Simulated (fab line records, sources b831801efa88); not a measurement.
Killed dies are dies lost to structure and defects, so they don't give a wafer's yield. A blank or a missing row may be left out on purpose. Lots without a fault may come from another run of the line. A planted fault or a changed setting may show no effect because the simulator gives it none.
Problem report in the 8D (eight disciplines) form, filled by code | flow gf180mcu | the parts of the form that need people (team, actions taken, sign-off) are left out

1. THE PROBLEM
V4_OVL at GF_V4_OVL_MEAS_15 reads a mean of 84 nm on 6 wafers of 2 lots; wafers without a fault read 1 nm with a standard deviation of 5.2. That is +16 standard deviations from the usual mean.
First seen on wafer L646.2, day 28 22:56, on overlay-01. The record holds 36 wafers of 12 lots with a number at this step. Rule for "out", or "out of limits": more than 4 standard deviations from the usual mean. The other wafers with a number count as sound.

2. WHAT IT IS AND WHAT IT IS NOT
question                    | is                     | is not
which readings at this step | V4_OVL                 | -
which lots                  | L646, L651             | L633, L635, L637, L638, L639, L641, L642, L648, L649, L655
which wafers of those lots  | all that have a number | -
read on which gauges        | overlay-01, overlay-02 | -
when                        | from day 28 22:56      | up to then (21 sound wafers); but 9 sound wafers of L648, L649, L655 came after

3. SUSPECTS, AND WHAT RULES EACH OUT
Counting: a tool at a process step up to the reading stays a suspect if it ran every lot that is out and no sound lot after the first of them.
- the gauge at GF_V4_OVL_MEAS_15: ruled out. The wafers that are out were read on 2 gauges (overlay-01, overlay-02).
- plasma_asher-03 at GF_M4_STRIP_17 (strips in O2/N2): kept. It ran every lot that is out, first L646 (day 28 02:26), and no sound lot after that; its last sound lot up to then is L642 (day 26 23:01).
- krf_scanner-02 at GF_V4_EXPOSE_11 (exposes mask Via4, target cd 260 nm): kept. It ran every lot that is out, first L646 (day 28 13:30), and no sound lot after that; its last sound lot up to then is L642 (day 27 10:31).
Left after counting: plasma_asher-03 at GF_M4_STRIP_17, krf_scanner-02 at GF_V4_EXPOSE_11.

4. THE CAUSE (what the simulator had put in)
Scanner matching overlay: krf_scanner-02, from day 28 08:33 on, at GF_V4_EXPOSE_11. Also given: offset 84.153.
Counting left 2 suspects, and this tool is among them.

5. THE CHAIN OF EFFECTS, in route order
Each row: a reading whose mean over the struck wafers that have a number lies more than 3 standard deviations from the usual. Only readings for which the record gives a usual standard deviation are gone through. hours: the time from each lot's start at the first step in this table that gives one to its start at this step, as a median over the lots. sigmas: the change in usual standard deviations.
hours | step              | reading | usual | on struck wafers | change | sigmas
0     | GF_V4_OVL_MEAS_15 | V4_OVL  | 1 nm  | 84               | +83    | +16

6. WHAT WOULD HAVE CAUGHT IT SOONER
In this record the first reading out of limits at a measuring or inspecting step was taken at day 28 22:56, 14 hours after the fault began at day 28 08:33.
Of the lots that are out (2), L651 began GF_V4_EXPOSE_11 on krf_scanner-02 after day 28 22:56. A hold on the tool at that time would have spared it.
